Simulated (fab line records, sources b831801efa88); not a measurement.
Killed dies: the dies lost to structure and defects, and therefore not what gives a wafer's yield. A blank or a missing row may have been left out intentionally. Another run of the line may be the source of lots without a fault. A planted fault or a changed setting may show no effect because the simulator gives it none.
Matching of chambers	flow sky130	4 sister chambers for SKY_LI_CONTACT_CMP_24 on cmp-02
The step polishes, stops on PSG, t overpolish 20 s, target thk 0 nm. 4 wafers are shown with their chamber, then 9 later ones without.

== WAFERS WITH THEIR CHAMBER ==
wafer	chamber	motor current A (A)
L330.5	2	14.6
L334.1	3	9.3
L334.4	1	10.2
L334.6	0	10.4

== WAFERS WHOSE CHAMBER IS MISSING ==
wafer	motor current A (A)
L338.4	8.9
L338.5	9.2
L338.6	14.4
L339.2	10.1
L339.4	14.2
L339.6	9.9
L346.3	10.2
L346.4	10.1
L346.5	8.6

== WHICH CHAMBER EACH WENT THROUGH ==
wafer	from the rows above	in truth
L338.4	3	3
L338.5	3	3
L338.6	2	2
L339.2	can't be placed: 1 or 0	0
L339.4	2	2
L339.6	can't be placed: 1 or 0 or 3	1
L346.3	can't be placed: 1 or 0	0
L346.4	can't be placed: 1 or 0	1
L346.5	3	3
5 of 9 placed correctly. Unplaceable from these rows: 4, with the true chamber sitting among the candidates in 4. Number placed wrongly: 0.
How it was worked out, from the rows above alone: a wafer's distance from a chamber is the root of the sum, over the readings, of the square of ((its reading less the chamber's mean) divided by the reading's scatter). The wafer belongs to the nearest chamber; if the next one is less than 2 further off, it can't be placed. The mean given for a chamber averages the wafers shown for that chamber. The scatter: root of mean squared gap, hidden wafer to nearest shown wafer, with one shown wafer a chamber.
